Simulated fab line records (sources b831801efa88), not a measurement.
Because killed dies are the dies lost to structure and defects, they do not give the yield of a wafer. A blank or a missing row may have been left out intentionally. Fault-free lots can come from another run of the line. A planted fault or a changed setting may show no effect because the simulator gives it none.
A single fault, viewed from 2 desks -- flow sky130 -- only its own numbers are on each desk; what lay behind them is given at the end

== AT THE METROLOGY DESK ==
Lot by lot, what the gauges showed, no matter which tool ran the lot: averages of those sampled wafers that carry a number. Marked OUT: a lot whose mean sits more than 4 standard deviations from the usual mean, which makes it out of limits; the brackets give that distance.
Columns: A = LDD_HVP_TW at SKY_LDD_HVP_TW_MEAS_10, usual 457; B = LDD_LDN_OVL at SKY_LDD_LDN_OVL_MEAS_07, usual -0.3 nm
lot,first seen here,A,B
L369,day 21 20:52,458,0.6
L371,day 22 09:40,454,-0.6
L373,day 23 18:12,458,-2.2
L386,day 28 03:21,457,0.7
L388,day 28 14:56,455,0.1
L389,day 29 01:19,457,-0.6
Result from this desk: across the 6 lots, nothing is out of limits.

== AT THE TOOL OWNER'S DESK: implanter-01 ==
The tool's own readings at SKY_LDD_LDN_IMPLANT_09: means of the sampled wafers that have a number, for each lot that ran on this tool. Marked OUT: a lot whose mean sits more than 4 standard deviations from the usual mean, which makes it out of limits; the brackets give that distance.
Columns: A = beamEnergyKeV at SKY_LDD_LDN_IMPLANT_09, usual 15.000; B = doseIonsCm2 at SKY_LDD_LDN_IMPLANT_09, usual 1.2501e+13
lot,first seen here,A,B
L373,day 25 00:24,15.005,1.2509e+13
L386,day 29 07:54,17.992 (+99 or more) OUT,1.2500e+13
L388,day 29 18:58,17.998 (+99 or more) OUT,1.2508e+13
This desk's verdict: out of limits on L386, L388, starting with L386 at day 29 07:54 (beamEnergyKeV at SKY_LDD_LDN_IMPLANT_09). Within limits: L373.

== PUT TOGETHER ==
An alarm could have come from the tool owner's desk at day 29 07:54, on L386, L388.
At the metrology desk, nothing out of limits was observed.
The metrology desk holds a record of L386, L388, inside its limits.
All the named lots went through SKY_LDD_LDN_IMPLANT_09 on implanter-01.

== WHAT THE SIMULATOR PUT IN ==
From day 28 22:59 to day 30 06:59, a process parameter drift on implanter-01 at SKY_LDD_LDN_IMPLANT_09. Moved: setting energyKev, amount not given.
Shown lots that were struck: L386, L388.
How many hours passed from the start of the fault until each desk's first out-of-limits reading: the tool owner's desk, 9.
